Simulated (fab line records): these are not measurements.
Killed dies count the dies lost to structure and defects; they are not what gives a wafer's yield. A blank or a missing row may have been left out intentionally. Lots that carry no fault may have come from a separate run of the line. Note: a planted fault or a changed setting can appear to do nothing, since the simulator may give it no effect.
fab line records -- flow sky130
[record] lots = 14, wafers = 42, last_day = 50
route steps=708 shown VIA4@656 PAD_OPEN@708
lots that met no fault: from a run of the same line without faults
start_h: hours from the record's first day to the start of the lot's first wafer shown -- wait_h: hours since the lot's step before -- " same as the row above -- L1.1+2: a row that stands for several wafers -- - no value, or no start was given -- * or withheld: withheld -- < > ~ a bound
route shown NAME@n: NAME is a module with steps in the file, n the number in the route of the first one -- usual: mean/standard deviation taken from wafers without a fault -- same: alike in all rows -- chamber/n: place in a boat -- sites: readings site by site -- _std_site: standard deviation of those values -- _edge_site: outer sites' mean less inner sites' -- radius_mm: how far each site lies from the wafer's centre -- mask NAME#n: copy n -- behind: the most recent tool/chamber to have shaped the wafer -- hold: why the lot went on hold/how many hours it stayed there/how the hold came to an end -- device: which transistor (n, p or np) failed to switch -- end of line: the tests these same wafers got at the end of their route -- step lacking rows: just its recipe -- killed: count of dies lost to structure and defects at first sort (not the wafer's yield) -- map: per-die view of a wafer (x killed, . not killed, _ where there is no die)
set.NAME: the setting that was run; set.NAME@STEP: the one run at that earlier step -- model.NAME: the simulator's own value behind a step, which no gauge read
steps of the route over a sample of lots; a table a step, a row a wafer
services: from which hour (start_h, from the record's first day; less than 0 if before it) a tool's chamber was out of use, for how many hours, and why
[[steps]]
[step SKY_VIA4_SPUTTER_17]
[recipe] material = TiN, target_thk_nm = 20, chamber_pressure_pa = 5, power_w = 4000, time_s = 80
[usual] throttle_valve_pct = 29.7/0.81
lot.wafer,tool,chamber,start_h,wait_h,throttle_valve_pct
L949.1,pvd_sputter-02,-,1005.79,0.0,28.4
L949.2,pvd_sputter-02,-,1005.79,0.0,28.7
L949.3,pvd_sputter-02,-,1005.79,0.0,30.0
L950.1,pvd_sputter-04,-,1010.56,0.0,29.9
L950.2,pvd_sputter-04,-,1010.56,0.0,31.1
L950.6,pvd_sputter-04,-,1010.56,0.0,30.2
L951.3,pvd_sputter-02,-,1024.42,0.0,28.8
L951.4,pvd_sputter-02,-,1024.42,0.0,28.8
L951.5,pvd_sputter-02,-,1024.42,0.0,29.9
L952.2,pvd_sputter-02,-,1026.28,0.0,29.3
L952.3,pvd_sputter-02,-,1026.28,0.0,28.9
L952.4,pvd_sputter-02,-,1026.28,0.0,28.7
L954.3,pvd_sputter-03,-,1044.88,0.0,30.2
L954.4,pvd_sputter-03,-,1044.88,0.0,29.3
L954.6,pvd_sputter-03,-,1044.88,0.0,29.4
L955.3,pvd_sputter-02,-,1045.53,0.0,29.4
L955.5,pvd_sputter-02,-,1045.53,0.0,29.8
L955.6,pvd_sputter-02,-,1045.53,0.0,28.7
L957.4,pvd_sputter-03,-,1055.45,0.0,29.7
L957.5,pvd_sputter-03,-,1055.45,0.0,30.0
L957.6,pvd_sputter-03,-,1055.45,0.0,29.6
L962.1,pvd_sputter-04,-,1091.37,0.0,30.8
L962.3,pvd_sputter-04,-,1091.37,0.0,29.8
L962.4,pvd_sputter-04,-,1091.37,0.0,31.1
L964.1,pvd_sputter-03,-,1098.20,0.0,29.7
L964.3,pvd_sputter-03,-,1098.20,0.0,30.1
L964.4,pvd_sputter-03,-,1098.20,0.0,29.3
L965.1,pvd_sputter-02,-,1103.51,0.0,29.3
L965.2,pvd_sputter-02,-,1103.51,0.0,28.7
L965.5,pvd_sputter-02,-,1103.51,0.0,28.6
L968.3,pvd_sputter-04,-,1122.70,0.0,30.1
L968.4,pvd_sputter-04,-,1122.70,0.0,31.2
L968.5,pvd_sputter-04,-,1122.70,0.0,31.0
L970.1,pvd_sputter-02,-,1135.31,0.0,29.7
L970.3,pvd_sputter-02,-,1135.31,0.0,28.8
L970.6,pvd_sputter-02,-,1135.31,0.0,29.3
L971.1,pvd_sputter-02,-,1137.09,0.0,28.7
L971.4,pvd_sputter-02,-,1137.09,0.0,29.9
L971.6,pvd_sputter-02,-,1137.09,0.0,30.0
L972.1,pvd_sputter-02,-,1142.33,0.0,29.9
L972.3,pvd_sputter-02,-,1142.33,0.0,28.4
L972.6,pvd_sputter-02,-,1142.33,0.0,28.6
[step SKY_PAD_OPEN_PROBE_99]
[usual] defect_limited_yield = 82.5/1.7, killed_at_M0_to_M3 = 42/6.1, killed_at_M4_up = 3.1/1.7, killed_at_contacts = 24/5.5, killed_at_front_end = 16/4.1, killed_at_other = 0.3/0.57, killed_dies = 86/8.2, killed_open = 47/6.8, killed_short = 38/5.8, sort_bin_3_pad_short = 0.8/0.42, sort_bin_5_function = 10.2/1.3, sort_bin_6_memory = 6.4/1, sort_n_pass = 406/8.2, sort_yield_pct = 82.5/1.7
[same] gross_dies = 492, killed_at_back_side = 0, sort_bin_4_leakage[%] = 0, sort_bin_8_speed[%] = 0
lot.wafer,tool,chamber,start_h,wait_h,defect_limited_yield[%],killed_at_M0_to_M3,killed_at_M4_up,killed_at_contacts,killed_at_front_end,killed_at_other,killed_dies,killed_open,killed_short,sort_bin_3_pad_short[%],sort_bin_5_function[%],sort_bin_6_memory[%],sort_n_pass,sort_yield_pct[%]
L952.2,prober-01,-,1095.65,0.1,81.7,49,5,21,15,0,90,47,43,1.2,11.4,5.7,402,81.7
L952.3,prober-01,-,1095.70,0.2,76.4,55,28,14,18,1,116,44,49,2.0,13.4,8.1,376,76.4
L952.4,prober-01,-,1095.75,0.2,83.1,52,0,15,16,0,83,51,32,0.6,10.0,6.3,409,83.1
L955.3,prober-02,-,1113.61,0.2,83.3,42,4,21,15,0,82,44,37,0.4,8.7,7.5,410,83.3
L955.5,prober-02,-,1113.71,0.2,81.3,46,5,20,21,0,92,47,45,0.6,10.6,7.5,400,81.3
L955.6,prober-02,-,1113.76,0.2,74.6,40,27,42,16,0,125,57,45,1.2,15.9,8.3,367,74.6
// killed by level:class
L952.2 VIA1:geometric_particle:open=16 VIA1:geometric_particle:short=7 VIA2:geometric_particle:open=7 LI_CONTACT:geometric_particle:open=6 CONTACT:geometric_particle:open=5 POLY_GATE:geometric_particle:short=5 LOCAL_INTERCONNECT:geometric_particle:short=5 VIA2:geometric_particle:short=5
L952.3 VIA4:unspecified=22 METAL3:geometric_particle:short=10 POLY_GATE:geometric_particle:open=9 VIA2:geometric_particle:open=8 VIA1:geometric_particle:open=7 POLY_GATE:geometric_particle:short=6 VIA3:geometric_particle:open=6 VIA1:geometric_particle:short=5
L952.4 VIA1:geometric_particle:open=14 METAL1:geometric_particle:short=7 CONTACT:geometric_particle:open=6 METAL2:geometric_particle:short=6 FIELD_ISO:geometric_particle:open=5 VIA2:geometric_particle:open=5 METAL1:geometric_particle:open=5 VIA3:geometric_particle:open=5
L955.3 VIA1:geometric_particle:open=9 VIA3:geometric_particle:open=9 METAL1:geometric_particle:short=8 CONTACT:geometric_particle:open=7 METAL2:geometric_particle:short=5 LOCAL_INTERCONNECT:geometric_particle:short=5 POLY_GATE:geometric_particle:open=4 CONTACT:geometric_particle:short=4
L955.5 CONTACT:geometric_particle:open=10 VIA1:geometric_particle:short=9 POLY_GATE:geometric_particle:open=8 LI_CONTACT:geometric_particle:open=7 VIA1:geometric_particle:open=7 VIA3:geometric_particle:open=7 METAL1:geometric_particle:short=6 FIELD_ISO:geometric_particle:short=5
L955.6 VIA4:unspecified=22 CONTACT:geometric_particle:open=14 VIA1:geometric_particle:open=13 LI_CONTACT:geometric_particle:open=11 VIA2:geometric_particle:open=7 LOCAL_INTERCONNECT:geometric_particle:short=7 FIELD_ISO:geometric_particle:short=6 LI_CONTACT:geometric_particle:short=6
[[services]]
tool,chamber,start_h,hours,kind
pvd_sputter-04,3,987.01,-,consumable_replace:kit
pvd_sputter-04,3,987.01,18.0,scheduled_down
pvd_sputter-04,3,987.01,18.0,vent_cycle
pvd_sputter-04,-,992.72,8.0,repair
pvd_sputter-03,0,1011.42,-,consumable_replace:kit
pvd_sputter-03,0,1011.42,18.0,scheduled_down
pvd_sputter-03,0,1011.42,18.0,vent_cycle
pvd_sputter-02,2,1094.70,-,consumable_replace:kit
pvd_sputter-02,2,1094.70,18.0,scheduled_down
pvd_sputter-02,2,1094.70,18.0,vent_cycle
pvd_sputter-02,-,1123.17,2.2,repair
pvd_sputter-03,3,1132.03,-,consumable_replace:kit
pvd_sputter-03,3,1132.03,18.0,scheduled_down
pvd_sputter-03,3,1132.03,18.0,vent_cycle
[[key]]
[first_sign] step = SKY_PAD_OPEN_PROBE_99, reading = killed_at_M4_up, direction = up, sigmas = 14, usual = 3.1, struck = 27.5
[effect] step = SKY_PAD_OPEN_PROBE_99, reading = defect_limited_yield, direction = down, sigmas = 4.2, usual = 82.5, struck = 75.5
met_at SKY_VIA4_SPUTTER_17
struck_lots L952,L955
struck_wafers L952.3,L955.6
onset_between 1024.42 1026.28
[fault] kind = chamber_particle_source, tool = pvd_sputter-02, chamber = -, onset_h = 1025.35, steps = SKY_VIA4_SPUTTER_17, rate_per_visit_cm2 = 0.62524, end_h = 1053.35, scope = struck_wafers_only
